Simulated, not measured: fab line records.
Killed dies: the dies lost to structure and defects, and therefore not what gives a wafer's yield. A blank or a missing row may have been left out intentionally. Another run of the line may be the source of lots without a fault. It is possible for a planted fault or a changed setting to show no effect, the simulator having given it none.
Problem report, 8D (eight disciplines) form, completed by code | flow sfq line | the parts of the form that need people (team, actions taken, sign-off) are left out

1. THE ISSUE
Wafers without a fault read 496.5 W, standard deviation 2; rf fwd power W at SFQ_TRILAYER_C5_ETCH_VIA_ETCH_154 reads a mean of 416.9 W on 2 wafers belonging to 2 lots. That is -40 standard deviations from the usual mean.
The step: etches SiO2 in CHF3, stops on Nb, target depth 84 nm.
The first sign was on wafer L288.3 at day 77 03:12, on rie diel-03. At this step, 42 wafers from 14 lots have a number in the record. Rule for "out", or "out of limits": more than 4 standard deviations from the usual mean. The rest of the wafers with a number are treated as sound.

2. WHAT IT IS; WHAT IT IS NOT
question                    | is                | is not
which readings at this step | rf fwd power W    | chamber pressure mTorr, drypump motor current A, oes product au
which lots                  | L288, L289        | L279, L280, L281, L282, L283, L292, L294, L295, L296, L297, L298, L301
which wafers of those lots  | L288.3, L289.6    | L288.4, L288.5, L289.1, L289.3
read on which tools         | rie diel-03       | rie diel-01, rie diel-04
when                        | from day 77 03:12 | up to then (17 sound wafers); but 23 sound wafers of L289, L292, L294, L295, L296, L297, L298, L301 came after

3. THE SUSPECTS, EACH WITH WHAT RULES IT OUT
Counting: if a tool at a process step up to the reading ran every lot that is out, it stays a suspect. Sound lots after the first of them don't rule it out here, since some wafers of a struck lot are sound.
- rie diel-03 at SFQ_TRILAYER_C5_ETCH_VIA_ETCH_154 (etches SiO2 in CHF3, stops on Nb, target depth 84 nm): kept. Ran every lot that is out, first one L288 (day 77 03:12); last sound lot up to then L280 (day 62 07:28). Its own readings are out on those wafers: rf fwd power W.
- Within rie diel-03 at SFQ_TRILAYER_C5_ETCH_VIA_ETCH_154: the wafers that are out ran in chamber 1; their sound lot-mates ran in chambers 0, 2.
After counting, what remains is rie diel-03 at SFQ_TRILAYER_C5_ETCH_VIA_ETCH_154.

4. THE CAUSE (what the simulator had put in)
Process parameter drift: rie diel-03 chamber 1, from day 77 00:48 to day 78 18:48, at SFQ_TRILAYER_C5_ETCH_VIA_ETCH_154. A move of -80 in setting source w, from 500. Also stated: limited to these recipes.
Only this tool survived the counting.

5. THE EFFECT CHAIN, in route order
Each row: a reading where the mean over the struck wafers with a number is more than 3 standard deviations away from the usual. Only readings whose record carries a usual standard deviation are examined. hours: median over the lots of the time between each lot's start at the first step of this table that gives one and its start at this step. sigmas: the change, counted in usual standard deviations.
hours | step                              | reading        | usual   | on struck wafers | change | sigmas
0     | SFQ_TRILAYER_C5_ETCH_VIA_ETCH_154 | rf fwd power W | 496.5 W | 416.9            | -79.6  | -40
Here are the process steps it includes:
- SFQ_TRILAYER_C5_ETCH_VIA_ETCH_154: etches SiO2 in CHF3, stops on Nb, target depth 84 nm.
Later measuring or inspecting steps at which every struck wafer that the step has a row for has a number for every such reading, and none has moved that far: SFQ_M6_OVL_MEAS_940.

6. WHAT WOULD HAVE CAUGHT IT SOONER
In this record the first reading out of limits was taken at day 77 03:12, 2 hours after the fault began at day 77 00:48.
